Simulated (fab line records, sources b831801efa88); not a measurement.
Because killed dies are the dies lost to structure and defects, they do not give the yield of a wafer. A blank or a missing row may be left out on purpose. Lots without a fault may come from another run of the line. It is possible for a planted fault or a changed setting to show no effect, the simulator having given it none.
The tool behind it: which one? | flow sky130 | 13 lots, 39 wafers sampled, at 5 steps of a route of 708

## WHAT EACH GAUGE READ, for each wafer
SKY_FIELD_ISO_THK_MEAS_04. Usual: FIELD_ISO_CVD_03_THK gives 165.7 nm (standard deviation 1.5).
lot  | measured    | on            | FIELD_ISO_CVD_03_THK (nm) | flag
L874 | day 1 16:04 | film_metro-01 | 165.1 165.9 166.9         |
L875 | day 1 21:05 | film_metro-02 | 164.4 165.5 164.4         |
L877 | day 2 05:32 | film_metro-04 | 162.2 161.6 162.8         |
L880 | day 2 20:31 | film_metro-04 | 168.9 166.5 167.7         |
L881 | day 3 00:54 | film_metro-01 | 166.4 165.0 167.1         |
L882 | day 3 08:19 | film_metro-02 | 167.1 166.1 165.4         |
L883 | day 3 11:27 | film_metro-01 | 167.2 168.9 168.1         |
L886 | day 4 01:49 | film_metro-01 | 167.3 166.8 166.0         |
L888 | day 4 12:53 | film_metro-02 | 163.6 165.5 163.9         |
L893 | day 5 12:29 | film_metro-01 | 165.7 164.9 164.7         |
L894 | day 5 17:48 | film_metro-01 | 165.3 165.9 167.6         |
L896 | day 6 04:26 | film_metro-02 | 164.1 166.1 165.3         |
L897 | day 6 08:40 | film_metro-02 | 165.4 165.9 163.8         |

SKY_FIELD_ISO_THK_MEAS_23. Usual: FIELD_ISO_OXIDATION_01_THK gives 9.96 nm (standard deviation 0.19).
lot  | measured    | on            | FIELD_ISO_OXIDATION_01_THK (nm) | flag
L874 | day 2 08:50 | film_metro-02 | 9.71 9.94 9.79                  |
L875 | day 2 14:29 | film_metro-04 | 9.73 9.94 9.97                  |
L877 | day 2 23:49 | film_metro-04 | 10.05 10.09 10.11               |
L880 | day 3 14:48 | film_metro-01 | 10.20 10.05 10.03               |
L881 | day 3 18:11 | film_metro-02 | 10.03 10.12 10.04               |
L882 | day 4 03:29 | film_metro-02 | 9.68 9.78 9.61                  |
L883 | day 4 06:10 | film_metro-02 | 9.96 10.00 10.13                |
L886 | day 4 22:13 | film_metro-02 | 9.70 9.74 9.64                  |
L888 | day 5 09:25 | film_metro-02 | 10.31 10.16 10.30               |
L893 | day 6 09:29 | film_metro-01 | 9.59 9.57 9.72                  |
L894 | day 6 16:22 | film_metro-02 | 9.85 9.88 9.79                  |
L896 | day 7 05:01 | film_metro-02 | 10.03 10.04 10.01               |
L897 | day 7 08:55 | film_metro-02 | 10.09 9.92 9.88                 |

SKY_NWELL_TW_MEAS_15. Usual: NWELL_TW gives 1821 (standard deviation 13).
lot  | measured     | on            | NWELL_TW       | flag
L874 | day 4 14:34  | film_metro-02 | 1828 1839 1831 |
L875 | day 4 22:36  | film_metro-03 | 1801 1805 1802 |
L877 | day 5 10:43  | film_metro-03 | 1803 1805 1804 |
L880 | day 6 00:47  | film_metro-02 | 1807 1812 1809 |
L881 | day 6 05:54  | film_metro-03 | 1808 1818 1803 |
L882 | day 6 17:44  | film_metro-01 | 1830 1822 1815 |
L883 | day 6 20:17  | film_metro-01 | 1821 1818 1827 |
L886 | day 7 13:34  | film_metro-02 | 1821 1827 1828 |
L888 | day 8 02:43  | film_metro-02 | 1819 1824 1835 |
L893 | day 9 07:08  | film_metro-02 | 1833 1849 1835 |
L894 | day 9 13:37  | film_metro-01 | 1820 1819 1826 |
L896 | day 10 06:51 | film_metro-01 | 1842 1833 1838 |
L897 | day 10 09:42 | film_metro-01 | 1832 1838 1827 |

SKY_NWELL_RS_MEAS_29: a four-point-probe measurement. Usual: NWELL_RS gives 624.6 ohm/sq (standard deviation 1.4).
lot  | measured     | on            | NWELL_RS (ohm/sq) | flag
L874 | day 5 09:06  | film_metro-03 | 624.6 623.1 624.5 |
L875 | day 5 17:05  | film_metro-02 | 624.1 622.5 623.4 |
L877 | day 6 06:02  | film_metro-02 | 625.2 624.2 622.3 |
L880 | day 6 20:10  | film_metro-03 | 625.2 624.6 623.6 |
L881 | day 7 01:26  | film_metro-02 | 626.2 624.0 624.7 |
L882 | day 7 13:49  | film_metro-01 | 636.0 634.8 636.9 | OFF
L883 | day 7 16:23  | film_metro-03 | 636.6 635.3 635.9 | OFF
L886 | day 8 11:00  | film_metro-01 | 634.1 632.3 632.8 | OFF
L888 | day 9 00:10  | film_metro-03 | 624.3 624.7 625.8 |
L893 | day 10 06:25 | film_metro-03 | 625.3 625.2 624.2 |
L894 | day 10 13:02 | film_metro-01 | 624.5 623.3 620.9 |
L896 | day 11 07:25 | film_metro-02 | 623.8 624.9 624.5 |
L897 | day 11 10:19 | film_metro-03 | 624.4 624.3 625.7 |

## WHICH TOOL RAN EACH LOT (tool, then ch and the chambers of the sampled wafers, then the start)
lot  | SKY_NWELL_IMPLANT_12
L874 | implanter-02 ch 0, day 4 14:11
L875 | implanter-04 ch 0, day 4 22:12
L877 | implanter-01 ch 0, day 5 10:19
L880 | implanter-02 ch 0, day 6 00:23
L881 | implanter-02 ch 0, day 6 05:30
L882 | implanter-02 ch 0, day 6 17:21
L883 | implanter-02 ch 0, day 6 19:53
L886 | implanter-02 ch 0, day 7 13:12
L888 | implanter-01 ch 0, day 8 02:19
L893 | implanter-01 ch 0, day 9 06:44
L894 | implanter-04 ch 0, day 9 13:12
L896 | implanter-01 ch 0, day 10 06:29
L897 | implanter-01 ch 0, day 10 09:18
- SKY_NWELL_IMPLANT_12

## WHAT THE TOOLS THEMSELVES READ (means of the sampled wafers that have a number; where no wafer has one, the mark that the record gives instead)
SKY_NWELL_IMPLANT_12. Usual: dose_ions_cm2 1.3001e+12, standard deviation 1.4e+09; end_station_pressure_torr 4.97e-06 Torr, standard deviation 2.6e-07; faraday_current_uA 7.32, standard deviation 0.15.
lot  | tool         | dose_ions_cm2 | end_station_pressure_torr (Torr) | faraday_current_uA | flag
L874 | implanter-02 | 1.3016e+12    | 5.18e-06                         | 7.44               |
L875 | implanter-04 | 1.3003e+12    | 4.87e-06                         | 7.31               |
L877 | implanter-01 | 1.2988e+12    | 4.85e-06                         | 7.26               |
L880 | implanter-02 | 1.3002e+12    | 4.85e-06                         | 7.44               |
L881 | implanter-02 | 1.3015e+12    | 4.97e-06                         | 7.21               |
L882 | implanter-02 | 9.4820e+11    | 4.96e-06                         | 5.35               | OFF
L883 | implanter-02 | 9.5210e+11    | 4.89e-06                         | 5.37               | OFF
L886 | implanter-02 | 9.5007e+11    | 4.94e-06                         | 5.36               | OFF
L888 | implanter-01 | 1.2998e+12    | 5.36e-06                         | 7.29               |
L893 | implanter-01 | 1.2997e+12    | 5.28e-06                         | 7.25               |
L894 | implanter-04 | 1.2984e+12    | 4.96e-06                         | 7.19               |
L896 | implanter-01 | 1.3007e+12    | 4.90e-06                         | 7.37               |
L897 | implanter-01 | 1.3003e+12    | 5.01e-06                         | 7.38               |

## THE ANSWER, worked out from the rows above alone
Rule: a lot counts as off when the mean over its wafers that have a number is more than 3 standard deviations away from the usual mean. Also off: a lot with no number at a reading for which 4 or more lots have one. The other lots that the step has rows for count as sound. After the gauges, taken in route order, come the tools' own readings; for these a lot's mean is taken, as printed above. At the first step where some lot is off, the reading lying furthest off is the one used; lots without a number count as furthest.
Off: L882, L883, L886, at SKY_NWELL_RS_MEAS_29 (NWELL_RS).
A tool fits if, at a process step before that reading, it ran every lot that is off, and no sound lot after the first of them. Not tried: the gauges at SKY_NWELL_RS_MEAS_29; whatever is off there is also off at SKY_NWELL_IMPLANT_12, on other tools, and gauge error can't account for it. One fits: SKY_NWELL_IMPLANT_12 on implanter-02. Its last sound lot is L881 (day 6 05:30), its first lot that is off L882 (day 6 17:21): a fault that began between those two fits.
The tool's own readings at SKY_NWELL_IMPLANT_12 bear it out: on the lots that are off they differ by more than 5 times the standard deviation of the sound lots' means. dose_ions_cm2 reads 9.5012e+11 there against 1.3001e+12 on the sound lots; faraday_current_uA reads 5.36 there against 7.31 on the sound lots.

## WHAT THE SIMULATOR PUT IN
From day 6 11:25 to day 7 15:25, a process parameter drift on implanter-02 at SKY_NWELL_IMPLANT_12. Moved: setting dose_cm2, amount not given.
Lots struck among those shown: L882, L883, L886. The rule above found the same.
